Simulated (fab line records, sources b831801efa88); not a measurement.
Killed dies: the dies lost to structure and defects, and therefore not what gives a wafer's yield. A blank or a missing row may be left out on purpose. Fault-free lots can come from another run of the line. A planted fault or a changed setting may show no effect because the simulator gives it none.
Which of the tools did it? -- flow gf180mcu -- 36 wafers sampled from 12 lots at 1 step of a route of 602

== WHAT THE GAUGES READ, wafer by wafer ==
GF_M2_THK_MEAS_06: measures by xrf.
lot,measured,on,M2_ALCU_THK (nm)
L075,day 19 05:02,film_metro-02,459 456 458
L077,day 19 16:01,film_metro-01,460 449 457
L079,day 20 06:27,film_metro-04,450 456 457
L081,day 21 02:14,film_metro-02,451 455 453
L082,day 21 22:51,film_metro-01,458 456 451
L085,day 22 11:38,film_metro-01,452 464 466
L087,day 23 08:50,film_metro-01,462 460 466
L089,day 23 21:43,film_metro-02,460 453 455
L091,day 24 14:56,film_metro-02,456 456 469
L093,day 25 10:42,film_metro-01,470 472 467
L095,day 25 20:24,film_metro-02,462 469 457
L097,day 26 03:34,film_metro-01,466 476 467

== WHAT TOOL EACH LOT RAN ON (gives the tool, then ch and the chambers of the sampled wafers, and finally the start) ==
The record shows no process step preceding these readings.

== THE ANSWER, worked out from the rows above alone ==
Rule: the usual values come from the lots themselves. The widest of any qualifying gaps counts: lots, ordered by their means at a reading, are off when they make up no more than a third of the lots, leave a main group of 4 or more, and stand apart from it by 3 or more times the standard deviation of that group's means. A main group whose means are all the same, to the digits that the tables above print for the reading, isn't used. A lot without any number at a reading at which 4 lots or more have one is off too. Any other lot the step has rows for is counted as sound.
No lot is off at any reading shown: from this, nothing can be told.

== WHAT THE SIMULATOR PUT IN ==
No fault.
